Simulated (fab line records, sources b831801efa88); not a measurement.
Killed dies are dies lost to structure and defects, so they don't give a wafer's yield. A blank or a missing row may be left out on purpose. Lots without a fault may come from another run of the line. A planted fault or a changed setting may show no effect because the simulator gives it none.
fab line records | flow sky130
record lots=15 wafers=45 last_day=50
route steps=708 shown LI_CONTACT@385 CONTACT@429 VIA2@527 PASSIVATION@693 PAD_OPEN@702
lots that met no fault: from a run of the same line without faults
start_h: hours from the record's first day to the start of the lot's first wafer shown | wait_h: hours since the lot's step before | " the same as in the row above | L1.1+2: a row that stands for several wafers | - no value, or no start given | * or withheld: withheld | < > ~ a bound
route shown NAME@n: a module of which the file shows steps, and the number in the route of the first | usual: mean/standard deviation of fault-free wafers | same: alike in all rows | chamber/n: place in a boat | sites: the reading at each site | _std_site: their standard deviation | _edge_site: outer sites' mean less inner sites' | radius_mm: how far each site lies from the wafer's centre | mask NAME#n: copy n | behind: the tool/chamber that last shaped the wafer | hold: why the lot was held/for how many hours/how that ended | device: the transistor (n, p or np) that didn't switch | end of line: the same wafers' tests at the end of the route | a step without rows: its recipe alone | killed: dies lost to structure and defects at the first sort, not the wafer's yield | map: a wafer's dies, x killed, . not, _ none there
set.NAME: the setting as run; set.NAME@STEP: as run at that earlier step | model.NAME: the simulator's own value behind a step, which no gauge read
steps of the route over a sample of lots; a table a step, a row a wafer
services: from which hour (start_h, from the record's first day; less than 0 if before it) a tool's chamber was out of use, for how many hours, and why
## steps
# step SKY_LI_CONTACT_THK_MEAS_23
# recipe thk_meas_gauge=xrf reads=W_of_LI_CONTACT_CVD_21
# usual LI_CONTACT_W_THK=394/5.1
# columns lot.wafer tool chamber start_h wait_h LI_CONTACT_W_THK[nm]
L680.4 film_metro-03 - 673.41 0.1 389
L680.5 " - " " 383
L680.6 " - " " 387
L681.1 film_metro-04 - 689.81 0.1 392
L681.4 " - " " 395
L681.5 " - " " 390
L683.1 film_metro-04 - 701.58 0.1 390
L683.3 " - " " 393
L683.5 " - " " 399
L684.2 film_metro-01 - 704.62 0.1 383
L684.4 " - " " 389
L684.5 " - " " 388
L685.2 film_metro-04 - 727.29 0.1 403
L685.4 " - " " 401
L685.5 " - " " 406
L686.1 film_metro-04 - 730.61 0.1 403
L686.3 " - " " 391
L686.5 " - " " 399
L687.2 film_metro-03 - 735.59 0.1 392
L687.3 " - " " 393
L687.4 " - " " 394
L689.1 film_metro-03 - 753.21 0.1 391
L689.2 " - " " 387
L689.3 " - " " 398
L690.2 film_metro-03 - 756.45 0.1 392
L690.3 " - " " 393
L690.6 " - " " 387
L695.2 film_metro-04 - 799.35 0.1 385
L695.4 " - " " 386
L695.6 " - " " 397
L696.1 film_metro-04 - 805.61 0.1 402
L696.2 " - " " 404
L696.5 " - " " 410
L697.1 film_metro-03 - 813.70 0.1 390
L697.4 " - " " 388
L697.6 " - " " 391
L701.4 film_metro-04 - 841.69 0.1 396
L701.5 " - " " 397
L701.6 " - " " 397
L702.1 film_metro-01 - 850.82 0.1 390
L702.4 " - " " 389
L702.6 " - " " 390
L703.1 film_metro-03 - 853.14 0.1 392
L703.4 " - " " 393
L703.6 " - " " 393
# step SKY_CONTACT_SPUTTER_23
# recipe material=TiN target_thk_nm=20 chamber_pressure_pa=5 power_w=4000 time_s=80
# usual throttle_valve_pct=29.7/0.81
# same time_s=80
# columns lot.wafer tool chamber start_h wait_h throttle_valve_pct
L680.4 pvd_sputter-04 - 731.70 0.0 29.5
L680.5 " - " " 28.7
L680.6 " - " " 29.5
L681.1 pvd_sputter-04 - 748.75 0.0 28.9
L681.4 " - " " 28.8
L681.5 " - " " 28.7
L683.1 pvd_sputter-01 - 759.81 0.0 29.3
L683.3 " - " " 29.1
L683.5 " - " " 29.0
L684.2 pvd_sputter-01 - 761.77 0.0 31.0
L684.4 " - " " 29.8
L684.5 " - " " 29.3
L685.2 pvd_sputter-01 - 783.79 0.0 29.5
L685.4 " - " " 29.2
L685.5 " - " " 31.1
L686.1 pvd_sputter-03 - 787.35 0.0 28.6
L686.3 " - " " 30.4
L686.5 " - " " 30.1
L687.2 pvd_sputter-01 - 792.50 0.0 31.3
L687.3 " - " " 29.1
L687.4 " - " " 29.9
L689.1 pvd_sputter-04 - 809.65 0.0 29.1
L689.2 " - " " 30.6
L689.3 " - " " 29.6
L690.2 pvd_sputter-01 - 813.33 0.0 29.9
L690.3 " - " " 28.8
L690.6 " - " " 29.3
L695.2 pvd_sputter-04 - 854.99 0.0 29.8
L695.4 " - " " 29.3
L695.6 " - " " 29.5
L696.1 pvd_sputter-04 - 861.87 0.0 29.2
L696.2 " - " " 28.8
L696.5 " - " " 30.6
L697.1 pvd_sputter-04 - 868.74 0.0 29.4
L697.4 " - " " 30.4
L697.6 " - " " 28.7
L701.4 pvd_sputter-04 - 897.05 0.0 28.3
L701.5 " - " " 29.3
L701.6 " - " " 28.5
L702.1 pvd_sputter-03 - 905.28 0.0 30.3
L702.4 " - " " 28.6
L702.6 " - " " 31.7
L703.1 pvd_sputter-01 - 907.65 0.0 31.1
L703.4 " - " " 29.1
L703.6 " - " " 30.0
# step SKY_VIA2_SPUTTER_20
# recipe material=TiN target_thk_nm=20 chamber_pressure_pa=5 power_w=4000 time_s=80
# usual throttle_valve_pct=29.7/0.84
# same time_s=80
# columns lot.wafer tool chamber start_h wait_h throttle_valve_pct
L680.4 pvd_sputter-03 - 846.80 0.0 30.2
L680.5 " - " " 30.2
L680.6 " - " " 31.5
L681.1 pvd_sputter-01 - 861.92 0.0 29.2
L681.4 " - " " 30.1
L681.5 " - " " 29.9
L683.1 pvd_sputter-03 - 872.14 0.0 28.8
L683.3 " - " " 30.5
L683.5 " - " " 28.5
L684.2 pvd_sputter-03 - 876.72 0.0 31.2
L684.4 " - " " 30.3
L684.5 " - " " 30.3
L685.2 pvd_sputter-04 - 893.78 0.0 30.5
L685.4 " - " " 28.4
L685.5 " - " " 30.2
L686.1 pvd_sputter-01 - 898.93 0.0 29.7
L686.3 " - " " 31.0
L686.5 " - " " 29.4
L687.2 pvd_sputter-04 - 903.93 0.0 28.7
L687.3 " - " " 29.4
L687.4 " - " " 30.1
L689.1 pvd_sputter-04 - 919.88 0.0 30.7
L689.2 " - " " 28.8
L689.3 " - " " 29.7
L690.2 pvd_sputter-03 - 921.84 0.0 28.5
L690.3 " - " " 31.4
L690.6 " - " " 30.2
L695.2 pvd_sputter-01 - 961.99 0.0 30.1
L695.4 " - " " 31.3
L695.6 " - " " 31.4
L696.1 pvd_sputter-04 - 968.38 0.0 29.8
L696.2 " - " " 28.6
L696.5 " - " " 29.4
L697.1 pvd_sputter-01 - 974.68 0.0 31.2
L697.4 " - " " 29.3
L697.6 " - " " 29.9
L701.4 pvd_sputter-04 - 1001.74 0.0 29.8
L701.5 " - " " 29.2
L701.6 " - " " 28.4
L702.1 pvd_sputter-03 - 1007.33 0.0 30.0
L702.4 " - " " 31.4
L702.6 " - " " 31.5
L703.1 pvd_sputter-04 - 1009.78 0.0 29.6
L703.4 " - " " 28.5
L703.6 " - " " 29.1
# step SKY_PASSIVATION_STRIP_12
# recipe chemistry=O2/N2 power_w=1400 pressure_mtorr=1500 platen_temp_c=withheld overash_fraction=0.7 o2_flow_sccm=3000 n2_flow_sccm=300
# usual chamber_pressure_mTorr=1500.1/1.5 drypump_motor_current_A=6.0/0.48 o2_flow_sccm=3001/8.6 oes_product_au=0.662/0.0046 strip_time_to_endpoint_s=31.56/0.14
# columns lot.wafer tool chamber start_h wait_h chamber_pressure_mTorr drypump_motor_current_A o2_flow_sccm oes_product_au rf_hours_counter_h strip_time_to_endpoint_s
L680.4 plasma_asher-02 1 1050.72 0.1 1500.4 5.4 2999 0.670 - 31.64
L680.5 " 0 " " 1498.9 5.6 3006 0.663 - 31.58
L680.6 " 1 " " 1500.2 5.4 2990 0.663 - 31.51
L681.1 plasma_asher-02 1 1063.14 0.1 1499.8 5.3 3020 0.666 33 31.56
L681.4 " 0 " " 1501.3 5.6 3016 0.657 - 31.65
L681.5 " 0 " " 1500.7 5.6 3012 0.662 - 31.59
L683.1 plasma_asher-02 0 1072.72 0.1 1498.8 5.6 2993 0.662 34 31.76
L683.3 " 0 " " 1497.9 5.6 2997 0.665 - 31.35
L683.5 " 0 " " 1502.5 5.6 3000 0.669 - 31.62
L684.2 plasma_asher-03 0 1073.58 0.1 1501.0 6.7 2998 0.671 91 31.70
L684.4 " 1 " " 1499.0 5.9 2996 0.655 - 31.77
L684.5 " 0 " " 1498.7 6.7 2994 0.659 - 31.68
L685.2 plasma_asher-03 1 1088.63 0.1 1500.8 5.9 2999 0.657 92 31.44
L685.4 " 0 " " 1500.7 6.7 2999 0.666 - 31.41
L685.5 " 1 " " 1500.4 5.9 2992 0.664 - 31.58
L686.1 plasma_asher-01 1 1092.48 0.1 1498.1 6.0 2994 0.658 65 31.64
L686.3 " 1 " " 1499.6 6.0 3013 0.666 - 31.74
L686.5 " 1 " " 1501.5 6.0 3008 0.668 - 31.62
L687.2 plasma_asher-01 0 1096.72 0.1 1497.5 6.6 2999 0.667 65 31.61
L687.3 " 1 " " 1499.0 6.0 2989 0.664 - 31.47
L687.4 " 0 " " 1501.3 6.6 3000 0.662 - 31.55
L689.1 plasma_asher-02 0 1110.22 0.1 1497.4 5.5 3013 0.669 38 31.60
L689.2 " 1 " " 1503.5 5.4 2997 0.664 38 31.52
L689.3 " 0 " " 1499.5 5.6 3012 0.666 - 31.68
L690.2 plasma_asher-03 1 1111.58 0.1 1500.0 5.9 3014 0.659 95 31.56
L690.3 " 1 " " 1500.5 5.9 3007 0.667 - 31.66
L690.6 " 1 " " 1498.8 5.9 2988 0.660 - 31.59
L695.2 plasma_asher-01 1 1144.74 0.1 - - - - - -
L695.4 " 1 " " - - - - - -
L695.6 " 1 " " - - - - - -
L696.1 plasma_asher-02 0 1149.08 0.1 - - - - - -
L696.2 " 1 " " - - - - - -
L696.5 " 1 " " - - - - - -
L697.1 plasma_asher-02 1 1153.43 0.1 - - - - - -
L697.4 " 0 " " - - - - - -
L697.6 " 1 " " - - - - - -
L701.4 plasma_asher-01 1 1173.31 0.1 1500.5 6.0 2996 0.661 - 31.43
L701.5 " 1 " " 1500.3 6.0 2992 0.662 - 31.43
L701.6 " 0 " " 1499.7 6.6 3006 0.672 - 31.53
L702.1 plasma_asher-01 1 1177.23 0.1 1497.9 6.0 2994 0.663 73 31.49
L702.4 " 0 " " 1498.9 6.6 2988 0.654 - 31.52
L702.6 " 1 " " 1499.7 6.0 2993 0.654 - 31.42
L703.1 plasma_asher-01 1 1178.99 0.1 1500.9 6.0 2998 0.662 73 31.80
L703.4 " 0 " " 1502.1 6.6 3005 0.657 - 31.82
L703.6 " 1 " " 1500.0 6.0 2978 0.661 - 31.74
# step SKY_PAD_OPEN_STRIP_08
# recipe chemistry=O2/N2 power_w=1400 pressure_mtorr=1500 platen_temp_c=withheld overash_fraction=0.7 o2_flow_sccm=3000 n2_flow_sccm=300
# usual chamber_pressure_mTorr=1500.0/1.6 drypump_motor_current_A=5.8/0.6 o2_flow_sccm=3002/9.5 oes_product_au=0.662/0.0041
# columns lot.wafer tool chamber start_h wait_h chamber_pressure_mTorr drypump_motor_current_A o2_flow_sccm oes_product_au rf_hours_counter_h
L680.4 plasma_asher-03 1 1071.54 0.1 1499.2 5.9 2994 0.659 -
L680.5 " 1 " " 1500.1 5.9 2993 0.659 -
L680.6 " 0 " " 1502.2 6.7 2998 0.665 -
L681.1 plasma_asher-04 0 1083.88 0.1 1500.5 5.0 3009 0.667 2
L681.4 " 0 " " 1498.7 5.0 3014 0.660 -
L681.5 " 0 " " 1501.8 5.0 3007 0.663 -
L683.1 plasma_asher-02 0 1092.83 0.1 1501.4 5.6 2990 0.670 36
L683.3 " 0 " " 1498.2 5.6 2976 0.665 -
L683.5 " 0 " " 1500.2 5.6 2989 0.663 -
L684.2 plasma_asher-03 0 1093.83 0.1 1499.1 6.7 3004 0.661 93
L684.4 " 1 " " 1499.8 5.9 2999 0.668 -
L684.5 " 0 " " 1497.9 6.7 3007 0.668 -
L685.2 plasma_asher-03 1 1108.53 0.1 1500.4 5.9 3014 0.661 94
L685.4 " 1 " " 1499.7 5.9 3013 0.662 -
L685.5 " 0 " " 1502.2 6.7 2994 0.663 -
L686.1 plasma_asher-04 0 1112.17 0.1 1500.8 5.0 3007 0.665 5
L686.3 " 1 " " 1499.2 5.3 2997 0.661 -
L686.5 " 0 " " 1500.7 5.0 3002 0.664 -
L687.2 plasma_asher-04 0 1116.71 0.1 1500.6 5.0 3010 0.664 5
L687.3 " 0 " " 1497.6 5.0 2999 0.662 -
L687.4 " 1 " " 1499.0 5.3 2995 0.658 -
L689.1 plasma_asher-02 1 1129.71 0.1 1500.1 5.4 2997 0.664 39
L689.2 " 0 " " 1500.7 5.6 3004 0.663 39
L689.3 " 1 " " 1499.0 5.4 3001 0.660 -
L690.2 plasma_asher-03 1 1131.17 0.1 1499.1 5.9 2985 0.658 96
L690.3 " 1 " " 1500.5 5.9 2975 0.661 -
L690.6 " 0 " " 1499.5 6.7 2998 0.663 -
L695.2 plasma_asher-03 1 1162.78 0.1 1499.6 5.9 2996 0.701 100
L695.4 " 1 " " 1499.8 5.9 2996 0.693 -
L695.6 " 0 " " 1499.9 6.6 2990 0.687 -
L696.1 plasma_asher-02 0 1166.42 0.1 1500.2 5.6 2999 0.697 43
L696.2 " 1 " " 1500.2 5.4 2999 0.697 43
L696.5 " 0 " " 1500.3 5.6 2992 0.695 -
L697.1 plasma_asher-04 1 1171.16 0.1 1501.5 5.3 3002 0.701 9
L697.4 " 0 " " 1499.2 5.0 3022 0.687 -
L697.6 " 1 " " 1500.0 5.3 3020 0.688 -
L701.4 plasma_asher-03 1 1189.46 0.1 1500.2 5.9 3007 0.669 -
L701.5 " 0 " " 1498.6 6.7 3006 0.670 -
L701.6 " 1 " " 1500.7 5.9 3004 0.657 -
L702.1 plasma_asher-02 1 1193.38 0.1 1501.5 5.4 3005 0.671 46
L702.4 " 0 " " 1499.3 5.6 3021 0.661 -
L702.6 " 1 " " 1499.6 5.4 3027 0.657 -
L703.1 plasma_asher-04 1 1194.61 0.1 1502.2 5.3 2997 0.665 12
L703.4 " 0 " " 1500.3 5.0 3004 0.661 -
L703.6 " 1 " " 1500.7 5.3 3001 0.664 -
## services
# columns tool chamber start_h hours kind
pvd_sputter-01 - 713.10 1.4 repair
plasma_asher-03 - 713.24 2.6 repair
plasma_asher-02 - 733.75 9.0 pm
plasma_asher-02 0 733.75 9.0 vent_cycle
plasma_asher-02 1 733.75 9.0 vent_cycle
plasma_asher-02 0 742.75 - clean
plasma_asher-02 1 742.75 - clean
plasma_asher-03 - 755.00 0.6 repair
plasma_asher-01 - 882.03 5.1 repair
pvd_sputter-01 - 910.63 2.9 repair
pvd_sputter-01 - 912.49 22.8 repair
plasma_asher-04 - 939.21 2.8 pm
plasma_asher-01 - 960.13 15.8 pm
pvd_sputter-03 - 967.12 17.7 repair
plasma_asher-03 - 1012.13 1.5 repair
pvd_sputter-01 - 1015.43 6.1 repair
plasma_asher-03 - 1021.01 2.1 repair
pvd_sputter-03 - 1038.49 1.9 repair
plasma_asher-04 - 1055.25 9.0 pm
plasma_asher-04 0 1055.25 9.0 vent_cycle
plasma_asher-04 1 1055.25 9.0 vent_cycle
pvd_sputter-03 - 1099.09 1.4 repair
pvd_sputter-03 - 1119.29 5.3 repair
plasma_asher-04 - 1151.30 10.8 repair
## key
first_sign step=SKY_PASSIVATION_STRIP_12 reading=tool_record direction=missing
effect step=SKY_PAD_OPEN_STRIP_08 reading=oes_product_au direction=up sigmas=7.6 usual=0.662 struck=0.694
met_at SKY_PASSIVATION_STRIP_12
struck_lots L695,L696,L697
sort_left_out L695.2,L695.4,L695.6,L696.1,L696.2,L696.5,L697.1,L697.4,L697.6
not_acting_at SKY_LI_CONTACT_THK_MEAS_23,SKY_CONTACT_SPUTTER_23,SKY_VIA2_SPUTTER_20
onset_between 1110.22 1144.74
fault kind=skipped_step_whole tool=plasma_asher-01,plasma_asher-02 chamber=- onset_h=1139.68 steps=SKY_PASSIVATION_STRIP_12 scope=struck_lots_only
# sort_left_out: the simulated sort isn't trusted on such a fault, so these wafers' sort isn't shown, and their yield isn't known
